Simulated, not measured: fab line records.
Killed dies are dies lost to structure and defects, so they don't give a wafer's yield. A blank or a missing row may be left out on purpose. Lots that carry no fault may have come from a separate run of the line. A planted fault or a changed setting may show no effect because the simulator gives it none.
Problem report in the 8D (eight disciplines) form, filled by code ; flow sky130 ; the parts of the form that need people (team, actions taken, sign-off) are left out

== 1. THE PROBLEM ==
cd_nm at SKY_VT_ADJUST_NCORE_CD_MEAS_07 reads a mean of 395.4 nm on 9 wafers of 3 lots; wafers without a fault read 380.3 nm with a standard deviation of 2.3. Measured from the usual mean, that is +6.6 standard deviations.
The step: target cd 380 nm.
Seen first at day 13 13:56 on cd_sem-02, wafer L515.3. Wafers with a number at this step in the record: 39, from 13 lots. The rule behind "out" and "out of limits": a value lying over 4 standard deviations away from the usual mean. All remaining wafers that have a number are taken as sound.

== 2. WHAT IT IS, WHAT IT ISN'T ==
question;is;is not
which readings at this step;cd_nm;-
which lots;L515, L516, L517;L500, L501, L502, L503, L504, L506, L509, L513, L514, L520
which wafers of those lots;all that have a number;-
read on which gauges;cd_sem-01, cd_sem-02;-
when;from day 13 13:56;"up to then (27 sound wafers); but 3 sound wafers of L520 came after"

== 3. SUSPECTS, AND WHAT RULES EACH OUT ==
Counting: a tool stays on the suspect list if, at a process step up to the reading, it processed all lots that are out and no sound lot following the first of them.
- ruled out: the gauge at SKY_VT_ADJUST_NCORE_CD_MEAS_07. Those wafers that are out were read across 2 gauges (cd_sem-01, cd_sem-02).
- iline_stepper-02 at SKY_VT_ADJUST_NCORE_EXPOSE_04 (exposes mask LVTN COMPLEMENT THIN, target cd 380 nm): kept. It processed each lot that is out, first L515 at day 13 01:22, and no sound lot thereafter; up to then, the last sound lot it processed was L503 at day 9 08:47. Its own exposure_dose_mJ_cm2 readings are out on those wafers.
After counting, what remains is iline_stepper-02 at SKY_VT_ADJUST_NCORE_EXPOSE_04.

== 4. THE CAUSE (what the simulator had put in) ==
Process parameter drift: iline_stepper-02, from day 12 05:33 on, at SKY_VT_ADJUST_NCORE_EXPOSE_04. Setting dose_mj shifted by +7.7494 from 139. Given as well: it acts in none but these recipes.
The count eliminated every tool but this one.

== 5. SEQUENCE OF EFFECTS, ordered by route ==
Each row: a reading where the mean over the struck wafers with a number is more than 3 standard deviations away from the usual. Readings are gone through only where the record gives a usual standard deviation; hours: the median, over the lots, of the time from a lot's start at the first step in this table giving one to that lot's start at this step; sigmas: the change measured in usual standard deviations.
hours;step;reading;usual;on struck wafers;change;sigmas
0;SKY_VT_ADJUST_NCORE_EXPOSE_04;exposure_dose_mJ_cm2;139.01;146.26;+7.25;+56
13;SKY_VT_ADJUST_NCORE_CD_MEAS_07;cd_nm;380.3 nm;395.4;+15.1;+6.6
Its process steps:
- SKY_VT_ADJUST_NCORE_EXPOSE_04: exposes mask LVTN COMPLEMENT THIN, target cd 380 nm.
Later measuring or inspecting steps at which every struck wafer that the step has a row for has a number for every such reading, and none has moved that far: SKY_SD_N_RS_MEAS_16, SKY_SD_N_RS_MEAS_17, SKY_LI_CONTACT_BOW_MEAS_03.

== 6. WHAT WOULD HAVE CAUGHT IT SOONER ==
The first out-of-limits reading at a measuring or inspecting step in this record came at day 13 13:56, 32 hours after the fault's start at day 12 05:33.
The tool's own readings at SKY_VT_ADJUST_NCORE_EXPOSE_04 were out on every struck wafer that the step has a row for (exposure_dose_mJ_cm2): an alarm limit on them would have fired on the first of those.
Of the lots that are out (3), L517 began SKY_VT_ADJUST_NCORE_EXPOSE_04 on iline_stepper-02 after day 13 13:56. It would have been spared by a hold on the tool at that moment.
